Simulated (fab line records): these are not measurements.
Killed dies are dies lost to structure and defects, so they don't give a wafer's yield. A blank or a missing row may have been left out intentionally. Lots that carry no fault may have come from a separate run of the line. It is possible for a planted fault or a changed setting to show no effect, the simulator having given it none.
Problem report in the 8D (eight disciplines) form, filled by code ; flow sky130 ; the parts of the form that need people (team, actions taken, sign-off) are left out

## 1. THE PROBLEM
Wafers free of any fault read 2.61 nm (standard deviation 0.049) for SONOS_ONO_OXIDATION_THK at SKY_SONOS_ONO_THK_MEAS_01, against a mean of 2.91 nm on 9 wafers of 3 lots. That is +6.1 standard deviations from the usual mean.
First seen on wafer L688.1, day 13 17:47, on film-metro-01. The record holds 39 wafers of 13 lots with a number at this step. By rule, "out" or "out of limits" means more than 4 standard deviations away from the usual mean. The other wafers with a number count as sound.

## 2. WHAT IT IS; WHAT IT IS NOT
question;is;is not
which readings at this step;SONOS_ONO_OXIDATION_THK;-
which lots;L688, L689, L690;L683, L686, L687, L698, L699, L702, L703, L704, L705, L706
which wafers of those lots;all that have a number;-
read on which gauges;film-metro-01, film-metro-04;-
when;from day 13 17:47;"up to then (9 sound wafers); but 21 sound wafers of L698, L699, L702, L703, L704, L705, L706 came after"

## 3. THE SUSPECTS, EACH WITH WHAT RULES IT OUT
Counting: a tool at any process step up to the reading remains a suspect when it ran all the lots that are out and ran no sound lot after the first of those.
- the gauge at SKY_SONOS_ONO_THK_MEAS_01: ruled out. 2 gauges (film-metro-01, film-metro-04) read the wafers that are out.
- plasma-asher-04 at SKY_VT_ADJUST_HVTR_STRIP_10 (strips in O2/N2): ruled out as a lasting fault. The sound lots L702, L703, L704 went through it after L688, its earliest lot that is out (day 11 12:14).
- furnace-01 at SKY_SONOS_ONO_OXIDATION_00 (stabilise 600 s, purge 300 s, target thk 2.6 nm): ruled out as a lasting fault. The sound lots L698, L702 went through it after L688, its earliest lot that is out (day 13 16:26).
Left after counting: nothing in the record.

## 4. THE CAUSE (what the simulator had put in)
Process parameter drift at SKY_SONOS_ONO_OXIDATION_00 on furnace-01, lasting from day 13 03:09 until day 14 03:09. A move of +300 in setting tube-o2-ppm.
The count ruled it out by mistake, since the rule takes a fault to strike every lot its tool runs from the start of the fault on, and this one did not do so.

## 5. THE EFFECT CHAIN, in route order
Each row: a reading whose mean over the struck wafers that have a number lies more than 3 standard deviations from the usual. Only readings whose record carries a usual standard deviation are examined. hours: median over the lots of the time between each lot's start at the first step of this table that gives one and its start at this step. sigmas: the change, counted in usual standard deviations.
hours;step;reading;usual;on struck wafers;change;sigmas
0;SKY_SONOS_ONO_THK_MEAS_01;SONOS_ONO_OXIDATION_THK;2.61 nm;2.91;+0.30;+6.1

## 6. WHAT WOULD HAVE CAUGHT IT SOONER
Counted from the fault's start at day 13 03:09, it took 15 hours until the first out-of-limits reading at a measuring or inspecting step in this record, taken at day 13 17:47.
